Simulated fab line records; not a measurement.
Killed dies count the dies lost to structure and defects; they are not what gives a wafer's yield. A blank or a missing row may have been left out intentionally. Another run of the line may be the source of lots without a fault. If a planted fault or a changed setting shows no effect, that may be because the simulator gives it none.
Struck lot and sound lot, side by side    flow sfq line    20 steps out of a route of 325
Sound: these wafers, L869.2, L869.3, L869.5. Struck: wafer L865.6 (left out: L865.5, a lot-mate that was not struck); the cause follows at the end.
At each step with rows: each side's tool, then ch and its chambers, then its first start. Under that, the readings that differ: sound wafers    struck wafers    difference of the means    sigmas: that difference in standard deviations of wafers without a fault.
alike: same words and numbers on both sides, and readings whose means sit less than 2 such deviations apart. not compared: any withheld reading, any reading some wafer has no value for, any bound like >300 that may hide the same value, and any number with overlapping values for which the record gives no deviation.
Wherever a step has rows on one side only, a row that says differs or no value, or a row with sigmas, the two part there. Numbers that don't overlap but have no deviation are shown without sigmas and don't part them. A reading that every wafer of one side lacks parts them only if that side has two wafers or more.

first, 2 steps without rows for these wafers: SFQ_TRILAYER_L0_VIA_LITHO_PEB_016 (peb time 60 s); SFQ_TRILAYER_L0_VIA_LITHO_DEVELOP_015 (time 60 s).
SFQ_L0V_OVL_MEAS_903:
  sound on overlay-02, day 13 09:29; struck on overlay-02, day 12 03:34
  alike: L0V_OVL
SFQ_TRILAYER_L0_VIA_BARC_OPEN_VIA_ETCH_021: etches BARC in O2, target depth 125 nm, time 41.7 s.
  sound on rie diel-03 ch 1,2, day 13 09:31; struck on rie diel-04 ch 3, day 12 03:36
reading                      sound        struck  difference  sigmas
drypump motor current A (A)  5.7 6.7 6.7  5.6     -0.8        -2
  alike: bias w, oes product au
  not compared: rf hours counter h
SFQ_TRILAYER_L0_VIA_ETCH_VIA_ETCH_016: etches SiO2 in CHF3, stops on MoNx KI, target depth 80 nm.
  sound on rie diel-03 ch 1,2, day 13 09:34; struck on rie diel-04 ch 3, day 12 03:38
reading                      sound              struck  difference  sigmas
bias w (W)                   79.85 80.15 80.30  79.53   -0.57       -2
drypump motor current A (A)  5.7 6.8 6.7        5.6     -0.8        -2
  alike: oes product au
then, 3 steps without rows for these wafers: SFQ_TRILAYER_L0_VIA_STRIP_STRIP_017 (strips in O2); SFQ_TRILAYER_L0_VIA_STRIP_SOLV_CLEAN_018 (cleans in NMP, time 600 s); SFQ_TRILAYER_M0_DEP_PRE_CLEAN_020 (time 15 s).
SFQ_TRILAYER_M0_DEP_SPUTTER_019: material Nb, target thk 200 nm, time 133.3 s.
  sound on pvd sputter-03, day 13 11:01; struck on pvd sputter-05, day 12 04:31
  alike: throttle valve pct
SFQ_M0_RS_MEAS_904: the measuring method here is four-point-probe.
  sound on film metro-01, day 13 11:07; struck on film metro-03, day 12 04:38
  alike: M0_NB_RS
then, 1 step without rows for these wafers: SFQ_TRILAYER_M0_LITHO_COAT_026 (resist thk 62 nm).
SFQ_TRILAYER_M0_LITHO_COAT_021: resist thk 600 nm.
  sound on litho track-03 ch 0, day 13 11:38; struck on litho track-01 ch 0, day 12 05:14
reading                                              sound              struck  difference  sigmas
model.KrF_of_TRILAYER_M0_LITHO_COAT_021.thk nm (nm)  600.7 602.1 601.5  551.4   -50.0       
then, 4 steps without rows for these wafers: SFQ_TRILAYER_M0_LITHO_SOFTBAKE_025; SFQ_TRILAYER_M0_LITHO_EXPOSE_022 (exposes mask M0, target cd 500 nm); SFQ_TRILAYER_M0_LITHO_PEB_024 (peb time 60 s); SFQ_TRILAYER_M0_LITHO_DEVELOP_023 (time 60 s).
-- the record jumps here: 5 days lie between the struck wafers' starts before and after --
SFQ_M0_OVL_MEAS_906:
  sound on overlay-02, day 19 01:13; struck on overlay-02, day 17 03:23
  alike: M0_OVL
SFQ_TRILAYER_M0_BARC_OPEN_METAL_ETCH_031: etches BARC in O2, target depth 125 nm, time 41.7 s.
  sound on rie metal-04 ch 0,1, day 19 01:14; struck on rie metal-01 ch 1, day 17 03:27
reading                      sound           struck  difference  sigmas
drypump motor current A (A)  5.51 5.51 5.20  6.08    +0.67       +2
  alike: bias w, oes product au
  not compared: rf hours counter h
SFQ_TRILAYER_M0_ETCH_METAL_ETCH_024: etches Nb in Cl2/Ar, stops on SiO2, target depth 240 nm, time 120 s.
  sound on rie metal-04 ch 0,1, day 19 01:18; struck on rie metal-01 ch 1, day 17 03:33
reading                                              sound            struck  difference  sigmas
drypump motor current A (A)                          5.48 5.52 5.18   6.08    +0.69       +2
model.KrF_of_TRILAYER_M0_LITHO_COAT_021.thk nm (nm)  379 380.9 376.9  333.7   -45.2       
  alike: bias w, oes product au
  not compared: rf hours counter h
SFQ_TRILAYER_M0_STRIP_STRIP_025: strips in O2.
  sound on rie metal-04 ch 0,1, day 19 01:26; struck on rie metal-01 ch 1, day 17 03:59
reading                      sound           struck  difference  sigmas
drypump motor current A (A)  5.52 5.51 5.19  6.10    +0.69       +2
  alike: oes product au
  not compared: rf hours counter h

## WHERE THEY PART
First at SFQ_TRILAYER_L0_VIA_BARC_OPEN_VIA_ETCH_021; last, within this record, at SFQ_TRILAYER_M0_STRIP_STRIP_025.

WHY: whatever the simulator had introduced
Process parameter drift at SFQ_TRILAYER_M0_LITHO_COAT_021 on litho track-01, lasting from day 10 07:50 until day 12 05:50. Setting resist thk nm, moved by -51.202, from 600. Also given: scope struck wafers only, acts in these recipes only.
